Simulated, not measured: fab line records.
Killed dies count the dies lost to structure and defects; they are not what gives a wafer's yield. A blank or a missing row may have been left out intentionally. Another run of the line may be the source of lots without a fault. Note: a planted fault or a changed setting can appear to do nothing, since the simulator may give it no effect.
A single fault, viewed from 2 desks ; flow gf180mcu ; numbers are kept per desk, each desk with only its own; the story behind them comes last

== TOOL OWNER'S DESK, implanter-02 ==
For each lot that ran on this tool, the mean over its sampled wafers that have a number, from the tool's own readings at GF_HV_LDD_IMPLANT_34. If a lot's mean is further than 4 standard deviations from the usual mean, the lot is out of limits and carries the mark OUT (the distance appears in the brackets).
Columns: A = dose-ions-cm2 at GF_HV_LDD_IMPLANT_34, usual 7.5e+12; B = faraday-current-uA at GF_HV_LDD_IMPLANT_34, usual 42.3
lot;first seen here;A;B
L493;day 11 19:20;7.5e+12;41.8
L495;day 12 15:50;7.5e+12;41.2
L496;day 12 22:00;7.5e+12;42.0
L501;day 14 08:54;6.9e+12 (-82) OUT;38.0 (-5.1) OUT
L502;day 14 16:19;6.9e+12 (-83) OUT;38.9 (-4.0) OUT
L513;day 18 10:27;7.5e+12;42.4
L514;day 18 16:44;7.5e+12;41.9
L515;day 19 02:26;7.5e+12;42.0
This desk finds L501, L502 out of limits, L501 being first, at day 14 08:54 (dose-ions-cm2 at GF_HV_LDD_IMPLANT_34). L493, L495, L496, L513, L514, L515: within limits.

== METROLOGY DESK ==
What the gauges read for every lot (on any tool): the sampled wafers with a number, averaged. If a lot's mean is further than 4 standard deviations from the usual mean, the lot is out of limits and carries the mark OUT (the distance appears in the brackets).
Columns: A = VT_IMPLANT_2_TW at GF_VT_IMPLANT_TW_MEAS_21, usual 1204; B = cd-nm at GF_POLY_GATE_CD_MEAS_18, usual 280.2 nm
lot;first seen here;A;B
L492;day 6 06:29;1224;279.3
L493;day 6 10:41;1192;280.9
L495;day 7 00:03;1193;279.7
L496;day 7 04:55;1216;280.1
L501;day 8 14:20;1213;279.8
L502;day 8 18:46;1209;281.4
L508;day 10 11:02;1197;279.2
L510;day 11 00:37;1205;279.7
L511;day 11 06:52;1219;278.1
L512;day 11 11:52;1208;282.1
L513;day 11 20:01;1200;281.9
L514;day 11 23:56;1194;278.3
L515;day 12 08:26;1211;280.5
Result from this desk: across the 13 lots, nothing is out of limits.

== ALL TOGETHER ==
At day 14 08:54, on L501, L502, the tool owner's desk was in a position to raise an alarm.
At the metrology desk, nothing out of limits was observed.
The metrology desk has L501, L502 on record, within its limits.
Every lot named ran GF_HV_LDD_IMPLANT_34 on implanter-02.

== WHAT WAS PUT IN BY THE SIMULATOR ==
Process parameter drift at GF_HV_LDD_IMPLANT_34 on implanter-02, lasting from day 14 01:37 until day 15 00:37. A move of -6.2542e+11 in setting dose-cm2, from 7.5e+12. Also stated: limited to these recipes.
Shown lots that were struck: L501, L502.
How many hours passed from the start of the fault until each desk's first out-of-limits reading: the tool owner's desk, 7.
